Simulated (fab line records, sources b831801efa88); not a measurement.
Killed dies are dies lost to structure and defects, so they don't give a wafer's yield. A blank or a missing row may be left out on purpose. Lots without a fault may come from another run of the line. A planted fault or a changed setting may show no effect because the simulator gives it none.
Which tool did it? | flow gf180mcu | 11 lots, 33 wafers sampled, at 7 steps of a route of 602

WHAT THE GAUGES READ, wafer by wafer
GF_M2_OVL_MEAS_15. Usual: M2_OVL 0 nm, standard deviation 5.3.
lot  | measured     | on         | M2_OVL (nm) | flag
L331 | day 19 01:45 | overlay-01 | 1 4 10      |
L332 | day 19 13:50 | overlay-02 | -5 3 -4     |
L333 | day 20 16:41 | overlay-01 | -4 6 5      |
L335 | day 21 00:22 | overlay-01 | 4 2 -6      |
L337 | day 21 09:08 | overlay-01 | -4 4 0      |
L345 | day 24 11:38 | overlay-02 | 2 3 11      |
L349 | day 26 03:13 | overlay-02 | 2 0 -3      |
L351 | day 26 10:01 | overlay-01 | -1 -4 3     |
L352 | day 26 13:22 | overlay-01 | 2 -5 -11    |
L353 | day 26 14:04 | overlay-02 | 7 10 -1     |
L354 | day 27 08:29 | overlay-02 | 6 1 3       |

GF_V2_BOW_MEAS_05. Usual: V2_BOW 99 um, standard deviation 9.8.
lot  | measured     | on            | V2_BOW (um) | flag
L331 | day 19 03:05 | film_metro-04 | 89 101 95   |
L332 | day 19 15:10 | film_metro-03 | 106 102 107 |
L333 | day 20 17:57 | film_metro-03 | 87 82 90    |
L335 | day 21 01:38 | film_metro-04 | 96 107 107  |
L337 | day 21 10:34 | film_metro-01 | 79 95 95    |
L345 | day 24 12:56 | film_metro-04 | 98 96 99    |
L349 | day 26 04:29 | film_metro-01 | 117 105 100 |
L351 | day 26 11:35 | film_metro-01 | 118 111 120 |
L352 | day 26 14:39 | film_metro-04 | 105 97 97   |
L353 | day 26 15:22 | film_metro-01 | 96 106 90   |
L354 | day 27 09:45 | film_metro-01 | 93 95 92    |

GF_V3_RS_MEAS_24: measures by four-point-probe. Usual: V3_W_RS 0.3291 ohm/sq, standard deviation 0.0027.
lot  | measured     | on            | V3_W_RS (ohm/sq)     | flag
L331 | day 22 07:07 | film_metro-01 | 0.3305 0.3278 0.3264 |
L332 | day 22 19:08 | film_metro-01 | 0.3265 0.3260 0.3279 |
L333 | day 23 17:01 | film_metro-02 | 0.3304 0.3233 0.3323 |
L335 | day 24 09:14 | film_metro-02 | 0.2514 0.3287 0.3290 | OFF
L337 | day 24 13:07 | film_metro-04 | 0.2528 0.3329 0.3317 | OFF
L345 | day 27 08:24 | film_metro-04 | 0.3275 0.3269 0.3276 |
L349 | day 28 20:09 | film_metro-04 | 0.3301 0.3274 0.3281 |
L351 | day 29 04:09 | film_metro-01 | 0.3303 0.3256 0.3268 |
L352 | day 29 06:30 | film_metro-01 | 0.3224 0.3221 0.3251 |
L353 | day 29 06:50 | film_metro-02 | 0.3312 0.3298 0.3280 |
L354 | day 30 00:22 | film_metro-02 | 0.3331 0.3323 0.3340 |

GF_V3_THK_MEAS_25: measures by xrf. Usual: V3_W_THK 344 nm, standard deviation 3.6.
lot  | measured     | on            | V3_W_THK (nm) | flag
L331 | day 22 07:12 | film_metro-01 | 340 345 346   |
L332 | day 22 19:14 | film_metro-01 | 344 346 344   |
L333 | day 23 17:08 | film_metro-02 | 342 347 341   |
L335 | day 24 09:22 | film_metro-02 | 447 345 344   | OFF
L337 | day 24 13:14 | film_metro-04 | 452 344 349   | OFF
L345 | day 27 08:31 | film_metro-04 | 347 350 349   |
L349 | day 28 20:16 | film_metro-04 | 344 346 346   |
L351 | day 29 04:16 | film_metro-01 | 343 349 346   |
L352 | day 29 06:37 | film_metro-01 | 351 351 349   |
L353 | day 29 06:57 | film_metro-02 | 342 344 347   |
L354 | day 30 00:29 | film_metro-02 | 338 338 337   |

GF_M4_RS_MEAS_05: measures by four-point-probe. Usual: M4_ALCU_RS 0.0693 ohm/sq, standard deviation 0.00051.
lot  | measured     | on            | M4_ALCU_RS (ohm/sq)  | flag
L331 | day 22 07:49 | film_metro-01 | 0.0698 0.0695 0.0698 |
L332 | day 22 19:57 | film_metro-02 | 0.0688 0.0690 0.0690 |
L333 | day 23 17:45 | film_metro-02 | 0.0697 0.0693 0.0703 |
L335 | day 24 09:56 | film_metro-01 | 0.0691 0.0695 0.0694 |
L337 | day 24 13:50 | film_metro-02 | 0.0694 0.0703 0.0696 |
L345 | day 27 09:07 | film_metro-02 | 0.0693 0.0691 0.0696 |
L349 | day 28 20:51 | film_metro-01 | 0.0695 0.0696 0.0697 |
L351 | day 29 04:53 | film_metro-03 | 0.0695 0.0699 0.0702 |
L352 | day 29 07:12 | film_metro-03 | 0.0689 0.0690 0.0684 |
L353 | day 29 07:32 | film_metro-02 | 0.0693 0.0692 0.0690 |
L354 | day 30 01:04 | film_metro-03 | 0.0696 0.0700 0.0704 |

WHICH TOOL RAN EACH LOT (tool, then ch and the chambers of the sampled wafers, then the start)
lot  | GF_V3_CVD_23                  | GF_V3_CMP_26
L331 | cvd_w-01 ch 0,1, day 22 06:58 | cmp-01 ch 0,1,3, day 22 07:20
L332 | cvd_w-01 ch 0,1, day 22 19:01 | cmp-02 ch 0,3, day 22 19:26
L333 | cvd_w-01 ch 0,1, day 23 16:55 | cmp-01 ch 1,2, day 23 17:17
L335 | cvd_w-01 ch 0,1, day 24 09:08 | cmp-01 ch 0,1, day 24 09:28
L337 | cvd_w-01 ch 0,1, day 24 13:01 | cmp-02 ch 0,2,3, day 24 13:18
L345 | cvd_w-02 ch 1, day 27 08:17   | cmp-01 ch 1,2,3, day 27 08:41
L349 | cvd_w-02 ch 0,1, day 28 20:02 | cmp-02 ch 0,2,3, day 28 20:26
L351 | cvd_w-01 ch 0, day 29 04:01   | cmp-01 ch 1,2,3, day 29 04:22
L352 | cvd_w-01 ch 0, day 29 06:22   | cmp-01 ch 1,2,3, day 29 06:40
L353 | cvd_w-02 ch 0,1, day 29 06:43 | cmp-02 ch 0,1, day 29 07:01
L354 | cvd_w-01 ch 0,1, day 30 00:14 | cmp-02 ch 0,1,2, day 30 00:35
- GF_V3_CVD_23: deposits W, target thk 350 nm, time 104.9 s.
- GF_V3_CMP_26: polishes, stops on SiO2, t overpolish 15 s, target thk 0 nm.

WHAT THE TOOLS THEMSELVES READ (means of the sampled wafers that have a number; where no wafer has one, the mark that the record gives instead)
GF_V3_CVD_23. Usual: heater_power_w 866 W, standard deviation 32.
lot  | tool     | heater_power_w (W) | flag
L331 | cvd_w-01 | 841                |
L332 | cvd_w-01 | 858                |
L333 | cvd_w-01 | 842                |
L335 | cvd_w-01 | 848                |
L337 | cvd_w-01 | 843                |
L345 | cvd_w-02 | 908                |
L349 | cvd_w-02 | 888                |
L351 | cvd_w-01 | 834                |
L352 | cvd_w-01 | 835                |
L353 | cvd_w-02 | 910                |
L354 | cvd_w-01 | 856                |

GF_V3_CMP_26. Usual: motor_current_A 11.2 A, standard deviation 0.62; time_to_endpoint_s 85.5 s, standard deviation 2.7.
lot  | tool   | motor_current_A (A) | time_to_endpoint_s (s) | flag
L331 | cmp-01 | 11.1                | 82.3                   |
L332 | cmp-02 | 11.4                | 85.0                   |
L333 | cmp-01 | 11.5                | 87.8                   |
L335 | cmp-01 | 10.6                | 93.4                   |
L337 | cmp-02 | 11.4                | 96.3                   | OFF
L345 | cmp-01 | 11.4                | 89.4                   |
L349 | cmp-02 | 10.8                | 81.5                   |
L351 | cmp-01 | 11.2                | 86.3                   |
L352 | cmp-01 | 11.6                | 85.8                   |
L353 | cmp-02 | 12.4                | 85.5                   |
L354 | cmp-02 | 11.5                | 82.7                   |

THE ANSWER, worked out from the rows above alone
Rule: a lot is off if the mean of its wafers that have a number lies more than 3 standard deviations from the usual mean. A lot without any number at a reading at which 4 lots or more have one is off too. The other lots that the step has rows for count as sound. The gauges are gone through in route order, then the tools' own readings, and for those a lot's mean is taken as printed above. The first step at which some lot is off is used, and at that step the reading that is off furthest; a lot without a number counts as furthest.
Off: L335, L337, at GF_V3_RS_MEAS_24 (V3_W_RS).
A tool fits if, at a process step before that reading, it ran every lot that is off, and no sound lot after the first of them. The gauges at GF_V3_RS_MEAS_24 are tried like those tools. None of those tried fits.

WHAT THE SIMULATOR HAD PUT IN
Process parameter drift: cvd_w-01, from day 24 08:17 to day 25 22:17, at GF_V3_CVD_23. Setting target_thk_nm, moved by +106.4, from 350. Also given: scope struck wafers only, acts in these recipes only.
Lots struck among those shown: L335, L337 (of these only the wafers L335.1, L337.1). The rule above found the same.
